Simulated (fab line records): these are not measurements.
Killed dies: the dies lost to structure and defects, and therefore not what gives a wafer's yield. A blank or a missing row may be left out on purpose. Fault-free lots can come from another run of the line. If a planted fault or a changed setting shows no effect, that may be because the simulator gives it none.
The tool behind it: which one? | flow gf180mcu | 6 lots with 18 wafers sampled at 3 steps, on a route of 602 steps

== WHAT THE GAUGES SHOWED, per wafer ==
GF_PSD_TW_MEAS_11.
lot  | measured     | on            | PSD_TW
L464 | day 15 05:07 | film metro-02 | 3220 3214 3207
L467 | day 16 06:58 | film metro-03 | 3173 3190 3166
L469 | day 17 03:50 | film metro-03 | 3153 3143 3152
L471 | day 17 18:19 | film metro-02 | 3217 3233 3221
L474 | day 18 22:23 | film metro-02 | 3230 3238 3215
L483 | day 21 22:04 | film metro-04 | 3183 3162 3170

== TOOL THAT RAN EACH LOT (tool first, then ch and the chambers of the sampled wafers, then the start) ==
lot  | GF_NSD_STRIP_11                      | GF_PSD_STRIP_10
L464 | plasma asher-03 ch 0,1, day 14 06:55 | plasma asher-04 ch 0,1, day 15 05:01
L467 | plasma asher-04 ch 0,1, day 15 08:22 | plasma asher-02 ch 0,1, day 16 06:52
L469 | plasma asher-04 ch 0,1, day 16 04:11 | plasma asher-03 ch 0,1, day 17 03:44
L471 | plasma asher-03 ch 0,1, day 16 18:34 | plasma asher-02 ch 0,1, day 17 18:13
L474 | plasma asher-03 ch 0,1, day 17 21:38 | plasma asher-03 ch 0,1, day 18 22:17
L483 | plasma asher-03 ch 0,1, day 20 21:56 | plasma asher-04 ch 0,1, day 21 21:59
- GF_NSD_STRIP_11: strips in O2/N2.
- GF_PSD_STRIP_10: strips in O2/N2.

== THE ANSWER, worked out from the rows above alone ==
Rule: usual is defined by the lots themselves. The widest of any qualifying gaps counts: lots, ordered by their means at a reading, are off when they make up no more than a third of the lots, leave a main group of 4 or more, and stand apart from it by 3 or more times the standard deviation of that group's means. If all means in a main group match to the digits the tables above print for the reading, that group is not used. A lot without any number at a reading at which 4 lots or more have one is off too. Where the step has rows for the other lots, those lots are counted as sound.
Nothing can be told from this: no lot is off at any reading shown.

== WHAT WAS PUT IN BY THE SIMULATOR ==
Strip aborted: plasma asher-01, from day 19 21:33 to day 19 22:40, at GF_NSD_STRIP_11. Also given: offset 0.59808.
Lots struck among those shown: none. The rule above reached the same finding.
